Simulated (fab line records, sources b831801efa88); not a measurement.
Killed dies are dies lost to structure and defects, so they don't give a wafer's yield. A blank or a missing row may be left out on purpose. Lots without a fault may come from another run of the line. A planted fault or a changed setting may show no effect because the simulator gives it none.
Chamber matching | flow gf180mcu | GF_V2_CVD_02 on pecvd-01: 3 sister chambers
The step deposits SiO2 from TEOS, target thk 850 nm, time 94.851 s. 42 wafers are shown with their chamber, then 12 later ones without.

WAFERS WITH THEIR CHAMBER
wafer  | chamber | heater_power_w (W)
L074.2 | 2       | 686
L074.4 | 0       | 834
L074.6 | 2       | 693
L075.1 | 1       | 566
L075.2 | 0       | 936
L075.3 | 2       | 687
L075.4 | 2       | 570
L075.5 | 1       | 633
L075.6 | 0       | 986
L078.1 | 0       | 985
L078.2 | 2       | 709
L078.3 | 1       | 570
L078.4 | 2       | 566
L078.5 | 1       | 611
L078.6 | 0       | 1030
L080.1 | 0       | 1005
L080.2 | 1       | 590
L080.6 | 1       | 645
L080.3 | 0       | 819
L080.4 | 1       | 628
L080.5 | 0       | 904
L085.2 | 0       | 984
L085.4 | 0       | 835
L085.5 | 2       | 677
L088.1 | 0       | 996
L088.2 | 1       | 630
L088.3 | 2       | 651
L088.4 | 0       | 826
L088.5 | 1       | 499
L088.6 | 2       | 705
L090.1 | 1       | 533
L090.2 | 2       | 685
L090.3 | 0       | 970
L092.1 | 1       | 626
L092.2 | 2       | 664
L092.3 | 2       | 701
L092.4 | 1       | 504
L092.5 | 1       | 563
L092.6 | 2       | 576
L094.1 | 1       | 565
L094.2 | 2       | 717
L094.3 | 0       | 902

SIGNATURES (means of the wafers above)
reading        | chamber 0 | chamber 1 | chamber 2 | scatter within a chamber
heater_power_w | 929.43    | 583.07    | 663.36    | 60
Rule: a wafer's distance from a chamber is the root of the sum, over the readings, of the square of ((its reading less the chamber's mean) divided by the reading's scatter). The wafer belongs to the nearest chamber; if the next one is less than 2 further off, it can't be placed. The scatter: the root of (the sum of the squares of (reading less its chamber's mean) over the shown wafers, divided by (wafers less chambers)).

WAFERS WITHOUT THEIR CHAMBER
wafer  | heater_power_w (W)
L094.4 | 930
L094.5 | 575
L094.6 | 593
L096.1 | 644
L096.2 | 1037
L096.3 | 571
L096.4 | 810
L096.5 | 661
L096.6 | 504
L097.1 | 651
L097.4 | 574
L097.6 | 683

WHICH CHAMBER EACH WENT THROUGH
wafer  | from the rows above          | in truth
L094.4 | 0                            | 0
L094.5 | can't be placed: 1 or 2      | 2
L094.6 | can't be placed: 1 or 2      | 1
L096.1 | can't be placed: 2 or 1      | 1
L096.2 | 0                            | 0
L096.3 | can't be placed: 1 or 2      | 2
L096.4 | can't be placed: 0 or 2 or 1 | 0
L096.5 | can't be placed: 2 or 1      | 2
L096.6 | can't be placed: 1 or 2      | 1
L097.1 | can't be placed: 2 or 1      | 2
L097.4 | can't be placed: 1 or 2      | 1
L097.6 | can't be placed: 2 or 1      | 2
Placed correctly: 2 of 12. Can't be placed from these rows: 10 (the true chamber is among the candidates in 10). Placed wrongly: 0.
